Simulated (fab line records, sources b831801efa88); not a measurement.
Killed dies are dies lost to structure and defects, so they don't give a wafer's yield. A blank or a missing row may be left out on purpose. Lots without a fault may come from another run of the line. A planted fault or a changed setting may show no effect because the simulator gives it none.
Which tool did it? | flow sky130 | 7 lots, 20 wafers sampled, at 1 step of a route of 708

WHAT THE GAUGES READ, wafer by wafer
SKY_SD_N_RS_MEAS_16: measures by four-point-probe.
lot  | measured     | on            | SD_N_RS (ohm/sq)
L910 | day 28 18:07 | film_metro-04 | 68.65 68.85 68.62
L913 | day 29 17:07 | film_metro-03 | 68.55 68.51 68.62
L916 | day 31 02:37 | film_metro-03 | 68.65 68.46 68.52
L918 | day 31 19:09 | film_metro-02 | 68.26 68.41 68.39
L920 | day 32 10:34 | film_metro-02 | 68.68 68.53 68.84
L923 | day 33 12:34 | film_metro-04 | 68.38 68.58
L931 | day 36 04:10 | film_metro-04 | 68.56 68.38 68.60

WHICH TOOL RAN EACH LOT (tool, then ch and the chambers of the sampled wafers, then the start)
The record holds no process step before these readings.

THE ANSWER, worked out from the rows above alone
Rule: what is usual is taken from the lots themselves. Put in order of their means at a reading, lots are off if they are a third of the lots or fewer, leave a main group of 4 or more, and stand apart from it by a gap of 3 or more times the standard deviation of the main group's means; of several such gaps the widest counts. A main group whose means are all the same, to the digits that the tables above print for the reading, isn't used. A lot without any number at a reading at which 4 lots or more have one is off too. The other lots that the step has rows for count as sound.
No lot is off at any reading shown: from this, nothing can be told.

WHAT THE SIMULATOR HAD PUT IN
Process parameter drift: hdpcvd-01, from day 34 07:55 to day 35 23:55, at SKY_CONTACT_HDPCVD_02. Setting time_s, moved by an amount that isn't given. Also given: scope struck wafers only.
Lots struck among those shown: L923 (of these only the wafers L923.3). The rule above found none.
